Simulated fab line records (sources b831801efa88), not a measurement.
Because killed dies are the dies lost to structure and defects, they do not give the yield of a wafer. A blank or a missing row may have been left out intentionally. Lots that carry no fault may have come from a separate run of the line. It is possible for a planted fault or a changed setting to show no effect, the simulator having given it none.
A lot that was struck, set against a sound lot / flow gf180mcu / 43 out of 602 route steps
Sound: the wafers L442.1, L442.2, L442.5. Wafers struck: L451.1, L451.4, L451.5. The cause comes at the end.
For every step that has rows: the tool of each side, followed by ch and its chambers, followed by its first start. Under that, the readings that differ: sound wafers / struck wafers / difference of the means / sigmas: that difference in standard deviations of wafers without a fault.
alike: a reading whose means differ by less than 2 such deviations, as well as words and numbers matching on both sides. not compared: withheld readings; readings where some wafer has no value; bounds like >300 that might hide an equal value; numbers whose values overlap and for which the record gives no deviation.
The two part at a step that has a row with sigmas, a row that says differs or no value, or rows on one side only. When numbers do not overlap yet have no deviation, they are printed without sigmas and do not part them. Lack of a reading on every wafer of one side parts them only where that side has two or more wafers.

first, 1 step without rows for these wafers: GF_POLY_GATE_OXIDATION_16 (stabilise 600 s, purge 300 s, target thk 4 nm).
GF_POLY_GATE_THK_MEAS_17:
  sound on film metro-01 at day 11 00:32; struck on film metro-02 at day 13 17:13
  alike: POLY_GATE_OXIDATION_THK
GF_POLY_GATE_CD_MEAS_18:
  sound on cd sem-02 at day 11 00:39; struck on cd sem-01 at day 13 17:19
  alike: cd nm
then, 7 steps without rows for these wafers: GF_HV_LDD_DEHYDRATE_00 (time 60 s); GF_HV_LDD_HMDS_01 (prime time 60 s); GF_HV_LDD_COAT_02 (resist thk 1000 nm); GF_HV_LDD_SOFTBAKE_03 (time 60 s); GF_HV_LDD_EXPOSE_04 (exposes mask Nplus LV AREA, target cd 400 nm); GF_HV_LDD_PEB_05; GF_HV_LDD_DEVELOP_06 (develop time 60 s).
GF_HV_LDD_CD_MEAS_07: target cd 400 nm.
  sound on cd sem-01 at day 11 19:47; struck on cd sem-02 at day 14 14:22
  alike: cd nm
GF_HV_LDD_OVL_MEAS_08:
  sound on overlay-01 at day 11 19:54; struck on overlay-02 at day 14 14:29
  alike: HV_LDD_OVL
GF_HV_LDD_IMPLANT_09:
  struck on implanter-03, day 14 14:31; sound on implanter-03 ch 0, day 11 19:56
  no value came back on the struck wafers for beam energy keV, beam on s (s); on the sound wafers beam energy keV reads 40.013 39.980 40.005
GF_HV_LDD_STRIP_10: strips in O2/N2.
  sound on plasma asher-02 ch 0,1, day 11 20:05; struck on plasma asher-02 ch 0,1, day 14 14:40
  alike: drypump motor current A, heater power w, oes product au, platen temp c, strip time to endpoint s
  not compared: rf hours counter h
GF_HV_LDD_TW_MEAS_11:
  sound on film metro-01 at day 11 20:11; struck on film metro-04 at day 14 14:46
reading=HV_LDD_TW; sound=2413 2421 2430; struck=30 30 30; difference=-2391; sigmas=-99 or more
then, 7 steps without rows for these wafers: GF_HV_LDD_DEHYDRATE_12 (time 60 s); GF_HV_LDD_HMDS_13 (prime time 60 s); GF_HV_LDD_COAT_14 (resist thk 1000 nm); GF_HV_LDD_SOFTBAKE_15 (time 60 s); GF_HV_LDD_EXPOSE_16 (exposes mask Pplus LV AREA, target cd 400 nm); GF_HV_LDD_PEB_17; GF_HV_LDD_DEVELOP_18 (develop time 60 s).
GF_HV_LDD_CD_MEAS_19: target cd 400 nm.
  sound on cd sem-01 at day 12 14:56; struck on cd sem-01 at day 15 12:05
  alike: cd nm
GF_HV_LDD_OVL_MEAS_20:
  sound on overlay-02 at day 12 15:03; struck on overlay-02 at day 15 12:12
  alike: HV_LDD_01_OVL
following that, these wafers have no rows for 1 step: GF_HV_LDD_IMPLANT_21.
GF_HV_LDD_STRIP_22: strips in O2/N2.
  sound on plasma asher-01 ch 0,1, day 12 15:14; struck on plasma asher-02 ch 1, day 15 12:23
  alike: drypump motor current A, heater power w, oes product au, platen temp c, strip time to endpoint s
  not compared: rf hours counter h
GF_HV_LDD_TW_MEAS_23:
  sound on film metro-04 at day 12 15:20; struck on film metro-03 at day 15 12:29
  alike: HV_LDD_2_TW
then, 7 steps without rows for these wafers: GF_HV_LDD_DEHYDRATE_24 (time 60 s); GF_HV_LDD_HMDS_25 (prime time 60 s); GF_HV_LDD_COAT_26 (resist thk 1000 nm); GF_HV_LDD_SOFTBAKE_27 (time 60 s); GF_HV_LDD_EXPOSE_28 (exposes mask Nplus HV AREA, target cd 400 nm); GF_HV_LDD_PEB_29; GF_HV_LDD_DEVELOP_30 (develop time 60 s).
GF_HV_LDD_CD_MEAS_31: target cd 400 nm.
  sound on cd sem-01 at day 13 11:38; struck on cd sem-01 at day 16 10:34
  alike: cd nm
GF_HV_LDD_OVL_MEAS_32:
  sound on overlay-01 at day 13 11:45; struck on overlay-01 at day 16 10:41
  alike: HV_LDD_02_OVL
then, 4 steps without rows for these wafers: GF_HV_LDD_IMPLANT_33; GF_HV_LDD_IMPLANT_34; GF_HV_LDD_IMPLANT_35; GF_HV_LDD_IMPLANT_36.
GF_HV_LDD_STRIP_37: strips in O2/N2.
  sound on plasma asher-02 ch 0,1, day 13 12:23; struck on plasma asher-01 ch 0,1, day 16 11:20
reading=heater power w (W); sound=314 280 302; struck=381 378 379; difference=+81; sigmas=+3
  alike: drypump motor current A, oes product au, platen temp c, strip time to endpoint s
  not compared: rf hours counter h
GF_HV_LDD_TW_MEAS_38:
  sound on film metro-04 at day 13 12:29; struck on film metro-03 at day 16 11:26
  alike: HV_LDD_3_TW
GF_HV_LDD_RS_MEAS_53: measurement is done with a four-point probe.
  sound on film metro-01 at day 14 09:00; struck on film metro-01 at day 17 10:55
reading=HV_LDD_RS (ohm/sq); sound=417.9 418.5 418.2; struck=880.7 882.1 880.1; difference=+462.8; sigmas=+99 or more

WHERE THEY PART
At GF_HV_LDD_IMPLANT_09 first; at GF_HV_LDD_RS_MEAS_53 last (within this record only).

WHY: what the simulator had put in
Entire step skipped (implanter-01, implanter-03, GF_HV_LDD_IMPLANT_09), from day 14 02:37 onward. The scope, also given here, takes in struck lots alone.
